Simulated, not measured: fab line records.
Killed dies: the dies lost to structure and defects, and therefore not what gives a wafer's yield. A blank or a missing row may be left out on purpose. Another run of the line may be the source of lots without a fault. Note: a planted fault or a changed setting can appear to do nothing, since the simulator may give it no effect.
Chamber matching    flow sfq-line    SFQ_TRILAYER_I0_VIA_ETCH_VIA_ETCH_034 on rie-diel-01 has 4 sister chambers
The step etches SiO2 in CHF3, stops on Nb, target depth 260 nm. 14 wafers are shown with their chamber, then 7 later ones without.

WAFERS, EACH WITH ITS CHAMBER
wafer   chamber  drypump-motor-current-A (A)  oes-product-au (a.u.)
L355.1  2        6.1                          0.855
L355.3  0        4.8                          0.860
L355.6  3        5.8                          0.851
L356.1  3        5.7                          0.858
L356.2  1        5.8                          0.850
L356.6  2        6.1                          0.852
L368.1  2        6.1                          0.850
L368.4  3        5.7                          0.849
L368.5  0        4.8                          0.848
L369.2  0        4.7                          0.855
L369.3  2        6.1                          0.867
L369.4  1        5.8                          0.851
L371.1  2        6.1                          0.846
L371.2  0        4.8                          0.859

SIGNATURES (means of the wafers above)
reading                  chamber 0  chamber 1  chamber 2  chamber 3  scatter within a chamber
drypump-motor-current-A  4.775      5.800      6.100      5.733      0.0376
oes-product-au           0.85550    0.85050    0.85400    0.85267    0.00623
Rule: for a wafer and a chamber, the distance is found by dividing, reading by reading, the gap between the wafer's reading and the chamber's mean by the reading's scatter, squaring, summing and taking the root. If the next closest chamber is less than 2 further off than the closest, the wafer can't be placed; otherwise it belongs to the closest. How the scatter is found: for the shown wafers, subtract from each reading the mean of its chamber, square and add these, divide the total by (wafers less chambers), then take the root.

WAFERS WITH NO CHAMBER GIVEN
wafer   drypump-motor-current-A (A)  oes-product-au (a.u.)
L371.3  5.7                          0.856
L372.1  5.8                          0.841
L372.2  5.8                          0.852
L372.5  5.7                          0.848
L375.4  5.7                          0.856
L375.5  5.8                          0.863
L375.6  6.1                          0.850

CHAMBER TAKEN BY EACH
wafer   from the rows above      in truth
L371.3  can't be placed: 3 or 1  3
L372.1  can't be placed: 1 or 3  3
L372.2  can't be placed: 1 or 3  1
L372.5  can't be placed: 3 or 1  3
L375.4  can't be placed: 3 or 1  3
L375.5  can't be placed: 1 or 3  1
L375.6  2                        2
Correctly placed: 1 of 7. These rows do not allow placing 6 (true chamber among the candidates in 6). Number placed wrongly: 0.
